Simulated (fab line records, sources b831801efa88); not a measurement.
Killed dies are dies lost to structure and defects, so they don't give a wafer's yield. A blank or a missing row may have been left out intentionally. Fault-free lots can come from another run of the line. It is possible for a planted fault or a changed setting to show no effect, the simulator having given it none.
Which tool did it? ; flow sky130 ; 18 wafers sampled from 6 lots at 1 step of a route of 708

## WHAT THE GAUGES SHOWED, per wafer
SKY_FIELD_ISO_BOW_MEAS_00.
lot;measured;on;INCOMING_BOW (um)
L426;day 2 01:01;filmMetro-01;6 3 2
L428;day 2 11:02;filmMetro-03;-7 4 -3
L436;day 4 03:00;filmMetro-03;-9 11 -8
L440;day 4 23:00;filmMetro-02;3 -2 -14
L442;day 5 09:00;filmMetro-01;1 0 -1
L446;day 6 05:00;filmMetro-01;-8 0 -4

## EACH LOT AND THE TOOL THAT RAN IT (in order: tool; ch and the chambers of the sampled wafers; start)
The record holds no process step before these readings.

## THE ANSWER, worked out from the rows above alone
Rule: the usual values come from the lots themselves. The widest of any qualifying gaps counts: lots, ordered by their means at a reading, are off when they make up no more than a third of the lots, leave a main group of 4 or more, and stand apart from it by 3 or more times the standard deviation of that group's means. Not used: any main group whose means are identical at the precision the tables above print for the reading. A lot without any number at a reading at which 4 lots or more have one is off too. The other lots that the step has rows for count as sound.
Across all readings shown, no lot is off: no conclusion can be drawn from this.

## WHAT HAD BEEN PUT IN BY THE SIMULATOR
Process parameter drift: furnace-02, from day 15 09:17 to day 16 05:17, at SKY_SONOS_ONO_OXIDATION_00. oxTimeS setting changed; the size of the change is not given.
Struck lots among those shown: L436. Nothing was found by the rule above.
